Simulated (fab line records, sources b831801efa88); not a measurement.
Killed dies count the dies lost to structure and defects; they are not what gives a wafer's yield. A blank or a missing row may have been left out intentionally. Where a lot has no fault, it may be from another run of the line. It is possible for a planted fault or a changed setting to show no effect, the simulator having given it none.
Which tool is to blame? + flow gf180mcu + 18 wafers from 6 lots sampled at 2 of the route's 602 steps

== WHAT THE GAUGES SHOWED, per wafer ==
GF_STI_THK_MEAS_22.
| lot  | measured    | on            | STI_OXIDATION_01_THK (nm) |
|------|-------------|---------------|---------------------------|
| L944 | day 2 08:39 | film metro-04 | 15.48 15.31 15.54         |
| L948 | day 3 05:11 | film metro-01 | 14.78 14.79 15.04         |
| L950 | day 3 14:55 | film metro-01 | 15.13 15.22 15.09         |
| L952 | day 4 01:05 | film metro-01 | 15.46 15.49 15.49         |
| L955 | day 4 16:35 | film metro-02 | 15.00 14.85 15.05         |
| L958 | day 5 08:29 | film metro-02 | 14.84 14.80 14.60         |

== WHAT TOOL EACH LOT RAN ON (gives the tool, then ch and the chambers of the sampled wafers, and finally the start) ==
| lot  | GF_STI_ETCH_13                    |
|------|-----------------------------------|
| L944 | rie diel-04 ch 0,1,3, day 2 06:39 |
| L948 | rie diel-04 ch 1,2,3, day 3 03:25 |
| L950 | rie diel-01 ch 0,1,3, day 3 13:10 |
| L952 | rie diel-01 ch 1,2,3, day 3 23:10 |
| L955 | rie diel-04 ch 0,2, day 4 14:51   |
| L958 | rie diel-04 ch 0,1, day 5 06:43   |
- GF_STI_ETCH_13: etches the open film in CHF3/O2, stops on Si, target depth 282.31 nm, time 112.9 s.

== THE ANSWER, worked out from the rows above alone ==
Rule: the usual values come from the lots themselves. Put in order of their means at a reading, lots are off if they are a third of the lots or fewer, leave a main group of 4 or more, and stand apart from it by a gap of 3 or more times the standard deviation of the main group's means; of several such gaps the widest counts. If all means in a main group match to the digits the tables above print for the reading, that group is not used. Also off: a lot with no number at a reading for which 4 or more lots have one. Any other lot the step has rows for is counted as sound.
No lot is off at any reading shown: from this, nothing can be told.

== WHAT THE SIMULATOR PUT IN ==
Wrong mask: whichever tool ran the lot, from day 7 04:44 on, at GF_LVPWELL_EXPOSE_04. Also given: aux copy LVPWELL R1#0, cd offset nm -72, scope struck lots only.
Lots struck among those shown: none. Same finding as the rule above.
